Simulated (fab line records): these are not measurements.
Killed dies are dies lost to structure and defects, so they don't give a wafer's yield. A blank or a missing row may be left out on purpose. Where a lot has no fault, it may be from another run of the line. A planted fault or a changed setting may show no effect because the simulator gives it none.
Which of the tools did it?    flow sky130    12 lots, 36 wafers sampled, at 2 steps of a route of 708

WHAT THE GAUGES READ, wafer by wafer
SKY_METAL5_RS_MEAS_05: the measuring method here is four-point-probe.
lot   measured      on             METAL5_ALCU_RS (ohm/sq)
L475  day 42 11:08  film-metro-04  0.0273 0.0270 0.0272
L478  day 43 19:19  film-metro-03  0.0275 0.0271 0.0274
L479  day 44 00:52  film-metro-04  0.0268 0.0266 0.0265
L480  day 44 03:35  film-metro-01  0.0275 0.0273 0.0272
L481  day 44 11:02  film-metro-04  0.0263 0.0268 0.0265
L482  day 44 18:58  film-metro-03  0.0276 0.0274 0.0274
L489  day 46 17:14  film-metro-04  0.0270 0.0268 0.0267
L490  day 47 01:59  film-metro-03  0.0268 0.0272 0.0273
L494  day 47 18:17  film-metro-01  0.0267 0.0270 0.0269
L495  day 48 03:20  film-metro-01  0.0271 0.0267 0.0268
L496  day 48 06:34  film-metro-03  0.0272 0.0270 0.0271
L497  day 48 13:10  film-metro-01  0.0267 0.0268 0.0269

WHICH TOOL RAN EACH LOT (tool, then ch and the chambers of the sampled wafers, then the start)
lot   SKY_VIA4_SPUTTER_17
L475  pvd-sputter-04, day 42 10:16
L478  pvd-sputter-01, day 43 18:27
L479  pvd-sputter-04, day 43 23:55
L480  pvd-sputter-02, day 44 02:43
L481  pvd-sputter-02, day 44 10:10
L482  pvd-sputter-01, day 44 17:40
L489  pvd-sputter-01, day 46 15:19
L490  pvd-sputter-02, day 47 01:06
L494  pvd-sputter-01, day 47 17:25
L495  pvd-sputter-01, day 48 02:13
L496  pvd-sputter-01, day 48 05:22
L497  pvd-sputter-02, day 48 12:13
- SKY_VIA4_SPUTTER_17: material TiN, target thk 20 nm, time 80 s.

AS READ BY THE TOOLS THEMSELVES (means over the sampled wafers that have a number; for cases with no such wafer, the mark the record gives instead)
SKY_VIA4_SPUTTER_17.
lot   tool            throttle-valve-pct (%)
L475  pvd-sputter-04  30.0
L478  pvd-sputter-01  29.9
L479  pvd-sputter-04  30.0
L480  pvd-sputter-02  29.3
L481  pvd-sputter-02  29.9
L482  pvd-sputter-01  29.5
L489  pvd-sputter-01  29.2
L490  pvd-sputter-02  30.8
L494  pvd-sputter-01  29.7
L495  pvd-sputter-01  29.4
L496  pvd-sputter-01  29.4
L497  pvd-sputter-02  29.8

THE ANSWER, worked out from the rows above alone
Rule: the lots themselves supply what counts as usual. Put in order of their means at a reading, lots are off if they are a third of the lots or fewer, leave a main group of 4 or more, and stand apart from it by a gap of 3 or more times the standard deviation of the main group's means; of several such gaps the widest counts. The tables above print the reading to a certain number of digits; a main group whose means all agree to those digits is not used. Also off: a lot with no number at a reading for which 4 or more lots have one. Where the step has rows for the other lots, those lots are counted as sound. Order of review: gauges by route order, followed by the tools' own readings, for which a lot's mean as printed above is used. At the first step where some lot is off, the reading lying furthest off is the one used; lots without a number count as furthest.
Nothing can be told from this: no lot is off at any reading shown.

WHAT HAD BEEN PUT IN BY THE SIMULATOR
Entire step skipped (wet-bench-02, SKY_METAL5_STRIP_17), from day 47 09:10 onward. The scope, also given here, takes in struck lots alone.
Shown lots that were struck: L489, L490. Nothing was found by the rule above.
